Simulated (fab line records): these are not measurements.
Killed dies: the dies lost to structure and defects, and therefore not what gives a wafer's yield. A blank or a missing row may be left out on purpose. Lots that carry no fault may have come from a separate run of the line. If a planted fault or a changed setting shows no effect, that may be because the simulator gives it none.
Comparing a struck lot with a sound one || flow sky130 || 32 steps out of a route of 708
Sound: wafers L924.1, L924.3, L924.6. Wafers struck: L927.1, L927.3, L927.5. The cause comes at the end.
At each step with rows: each side's tool, then ch and its chambers, then its first start. Under that, the readings that differ: sound wafers || struck wafers || difference of the means || sigmas: that difference in standard deviations of wafers without a fault.
alike: same words and numbers on both sides, and readings whose means sit less than 2 such deviations apart. not compared: any withheld reading, any reading some wafer has no value for, any bound like >300 that may hide the same value, and any number with overlapping values for which the record gives no deviation.
A row with sigmas, a row that says differs or no value, or rows on one side alone: a step with any of these is where the two part. When numbers do not overlap yet have no deviation, they are printed without sigmas and do not part them. A reading missing from all wafers of one side parts the sides only when that side holds two or more wafers.

first, 3 steps without rows for these wafers: SKY_VT_ADJUST_HVTP_EXPOSE_04 (exposes mask HVTPM, target cd 380 nm); SKY_VT_ADJUST_HVTP_PEB_05; SKY_VT_ADJUST_HVTP_DEVELOP_06 (develop time 60 s).
SKY_VT_ADJUST_HVTP_CD_MEAS_07 targets a cd of 380 nm.
  sound: cdSem-02 at day 5 23:50; struck: cdSem-01 at day 6 20:20
  alike: cdNm
SKY_VT_ADJUST_HVTP_OVL_MEAS_08:
  sound: overlay-01 at day 5 23:58; struck: overlay-02 at day 6 20:27
  alike: VT_ADJUST_HVTP_OVL
following that, these wafers have no rows for 1 step: SKY_VT_ADJUST_HVTP_IMPLANT_09.
SKY_VT_ADJUST_HVTP_STRIP_10: strips in O2/N2.
  sound on plasmaAsher-04 ch 0,1, day 6 00:09; struck on plasmaAsher-03 ch 0,1, day 6 20:38
  alike: drypumpMotorCurrentA, n2FlowSccm, o2FlowSccm, oesProductAu, stripTimeToEndpointS
  not compared: rfHoursCounterH
SKY_VT_ADJUST_HVTP_TW_MEAS_11:
  sound: filmMetro-03 at day 6 00:15; struck: filmMetro-01 at day 6 20:44
  alike: VT_ADJUST_HVTP_TW
then, 4 steps without rows for these wafers: SKY_VT_ADJUST_LVTN_DEHYDRATE_00 (time 60 s); SKY_VT_ADJUST_LVTN_HMDS_01 (prime time 60 s); SKY_VT_ADJUST_LVTN_COAT_02 (resist thk 3000 nm); SKY_VT_ADJUST_LVTN_SOFTBAKE_03.
SKY_VT_ADJUST_LVTN_EXPOSE_04: exposes mask NWM COMPLEMENT LESS NATIVE, target cd 840 nm.
  sound on ilineStepper-02 ch 0, day 6 10:01; struck on ilineStepper-02 ch 0, day 7 07:05
{"reading": "mask", "sound": "NWM_COMPLEMENT_LESS_NATIVE#0 NWM_COMPLEMENT_LESS_NATIVE#0 NWM_COMPLEMENT_LESS_NATIVE#0", "struck": "HVN_STD_DERIVED#0 HVN_STD_DERIVED#0 HVN_STD_DERIVED#0", "difference": "differs", "sigmas": ""}
then, 2 steps without rows for these wafers: SKY_VT_ADJUST_LVTN_PEB_05; SKY_VT_ADJUST_LVTN_DEVELOP_06 (develop time 60 s).
SKY_VT_ADJUST_LVTN_OVL_MEAS_07:
  sound: overlay-01 at day 6 19:29; struck: overlay-02 at day 7 16:20
{"reading": "VT_ADJUST_LVTN_OVL (nm)", "sound": "-1.4 -0.5 -1.8", "struck": "- - -", "difference": "no value on the struck wafers", "sigmas": ""}
following that, these wafers have no rows for 1 step: SKY_VT_ADJUST_LVTN_IMPLANT_08.
SKY_VT_ADJUST_LVTN_STRIP_09: strips in O2/N2.
  sound on plasmaAsher-03 ch 0,1, day 6 19:41; struck on plasmaAsher-02 ch 0, day 7 16:31
  alike: drypumpMotorCurrentA, n2FlowSccm, o2FlowSccm, oesProductAu, stripTimeToEndpointS
  not compared: rfHoursCounterH
SKY_VT_ADJUST_LVTN_TW_MEAS_10:
  sound: filmMetro-01 at day 6 19:47; struck: filmMetro-01 at day 7 16:37
{"reading": "VT_ADJUST_LVTN_TW", "sound": "242.4 240.5 241.1", "struck": "30.0 30.3 30.3", "difference": -211.1, "sigmas": "-99 or more"}
then, 7 steps without rows for these wafers: SKY_VT_ADJUST_LVTN_DEHYDRATE_11 (time 60 s); SKY_VT_ADJUST_LVTN_HMDS_12 (prime time 60 s); SKY_VT_ADJUST_LVTN_COAT_13 (resist thk 1148 nm); SKY_VT_ADJUST_LVTN_SOFTBAKE_14 (time 60 s); SKY_VT_ADJUST_LVTN_EXPOSE_15 (exposes mask HVN STD DERIVED, target cd 600 nm); SKY_VT_ADJUST_LVTN_PEB_16; SKY_VT_ADJUST_LVTN_DEVELOP_17 (develop time 60 s).
SKY_VT_ADJUST_LVTN_OVL_MEAS_18:
  sound: overlay-01 at day 7 14:35; struck: overlay-01 at day 8 13:17
  alike: VT_ADJUST_LVTN_01_OVL
following that, these wafers have no rows for 1 step: SKY_VT_ADJUST_LVTN_IMPLANT_19.
SKY_VT_ADJUST_LVTN_STRIP_20: strips in O2/N2.
  sound on plasmaAsher-02 ch 0, day 7 14:47; struck on plasmaAsher-03 ch 0,1, day 8 13:28
  alike: drypumpMotorCurrentA, n2FlowSccm, o2FlowSccm, oesProductAu, stripTimeToEndpointS
  not compared: rfHoursCounterH
SKY_VT_ADJUST_LVTN_TW_MEAS_21:
  sound: filmMetro-04 at day 7 14:53; struck: filmMetro-04 at day 8 13:34
{"reading": "VT_ADJUST_LVTN_2_TW", "sound": "189.0 188.1 187.4", "struck": "267.2 268.9 266.1", "difference": "+79.2", "sigmas": "+50"}
then, 1 step without rows for these wafers: SKY_VT_ADJUST_NCORE_DEHYDRATE_00 (time 60 s).
-- the record jumps here: 38 days lie between the struck wafers' starts before and after (it left off in module VT_ADJUST_NCORE and takes up again in module PAD_OPEN, whose first step shown is number 708 of the route) --
SKY_PAD_OPEN_PROBE_99:
  sound: prober-02 at day 45 22:09; struck: prober-01 at day 46 18:08
{"reading": "killedAtFrontEnd", "sound": "14 15 9", "struck": "407 425 422", "difference": "+405", "sigmas": "+94"}
{"reading": "killedDies", "sound": "87 98 85", "struck": "492 492 492", "difference": "+402", "sigmas": "+40"}
{"reading": "killedOnRim", "sound": "16 19 22", "struck": "96 96 96", "difference": "+77", "sigmas": "+19"}
  alike: killed_at_M0_to_M3, killed_at_M4_up, killedAtContacts, killedAtOther, killedOpen, killedShort

== WHERE THEY PART ==
Earliest at SKY_VT_ADJUST_LVTN_EXPOSE_04; latest, in this record, at SKY_PAD_OPEN_PROBE_99.

WHY: what the simulator had put in
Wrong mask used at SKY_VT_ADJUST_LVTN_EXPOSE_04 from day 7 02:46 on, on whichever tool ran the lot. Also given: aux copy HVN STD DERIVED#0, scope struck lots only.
